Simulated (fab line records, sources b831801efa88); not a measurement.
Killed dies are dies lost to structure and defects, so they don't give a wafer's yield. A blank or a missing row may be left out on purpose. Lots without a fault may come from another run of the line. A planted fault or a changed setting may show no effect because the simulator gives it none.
Problem report in the 8D (eight disciplines) form, filled by code | flow gf180mcu | the parts of the form that need people (team, actions taken, sign-off) are left out

1. THE PROBLEM
STI_OXIDATION_THK at GF_STI_THK_MEAS_02 reads a mean of 13.40 nm on 9 wafers of 3 lots; wafers without a fault read 10.08 nm with a standard deviation of 0.2. That is +17 standard deviations from the usual mean.
First seen on wafer L653.1, day 2 18:01, on film_metro-02. The record holds 42 wafers of 14 lots with a number at this step. Rule for "out", or "out of limits": more than 4 standard deviations from the usual mean. The other wafers with a number count as sound.

2. WHAT IT IS AND WHAT IT IS NOT
question                    | is                           | is not
which readings at this step | STI_OXIDATION_THK            | -
which lots                  | L653, L656, L657             | L647, L648, L649, L650, L651, L652, L654, L667, L668, L669, L670
which wafers of those lots  | all that have a number       | -
read on which gauges        | film_metro-02, film_metro-04 | film_metro-01
when                        | from day 2 18:01             | up to then (18 sound wafers); but 15 sound wafers of L654, L667, L668, L669, L670 came after

3. SUSPECTS, AND WHAT RULES EACH OUT
Counting: a tool at a process step up to the reading stays a suspect if it ran every lot that is out and no sound lot after the first of them.
- the gauge at GF_STI_THK_MEAS_02: ruled out. The wafers that are out were read on 2 gauges (film_metro-02, film_metro-04).
- furnace-02 at GF_STI_OXIDATION_01 (stabilise 600 s, purge 300 s, target thk 10 nm): kept. It ran every lot that is out, first L653 (day 2 16:37), and no sound lot after that; its last sound lot up to then is L651 (day 2 06:07).
Left after counting: furnace-02 at GF_STI_OXIDATION_01.

4. THE CAUSE (what the simulator had put in)
Process parameter drift: furnace-02, from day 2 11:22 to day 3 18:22, at GF_STI_OXIDATION_01. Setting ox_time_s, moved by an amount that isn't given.
Counting left only this tool.

5. THE CHAIN OF EFFECTS, in route order
Each row: a reading whose mean over the struck wafers that have a number lies more than 3 standard deviations from the usual. Only readings for which the record gives a usual standard deviation are gone through. hours: the time from each lot's start at the first step in this table that gives one to its start at this step, as a median over the lots. sigmas: the change in usual standard deviations.
hours | step               | reading           | usual    | on struck wafers | change | sigmas
0     | GF_STI_THK_MEAS_02 | STI_OXIDATION_THK | 10.08 nm | 13.40            | +3.32  | +17
Later measuring or inspecting steps at which every struck wafer that the step has a row for has a number for every such reading, and none has moved that far: GF_STI_THK_MEAS_04, GF_MVPSD_OVL_MEAS_07, GF_VT_IMPLANT_OVL_MEAS_29.

6. WHAT WOULD HAVE CAUGHT IT SOONER
In this record the first reading out of limits at a measuring or inspecting step was taken at day 2 18:01, 7 hours after the fault began at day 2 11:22.
Of the tool readings at GF_STI_OXIDATION_01 for which the record gives a usual standard deviation, none was out on any struck wafer, so an alarm limit of 4 standard deviations on them would not have fired.
Of the lots that are out (3), L656, L657 began GF_STI_OXIDATION_01 on furnace-02 after day 2 18:01. A hold on the tool at that time would have spared those 2.
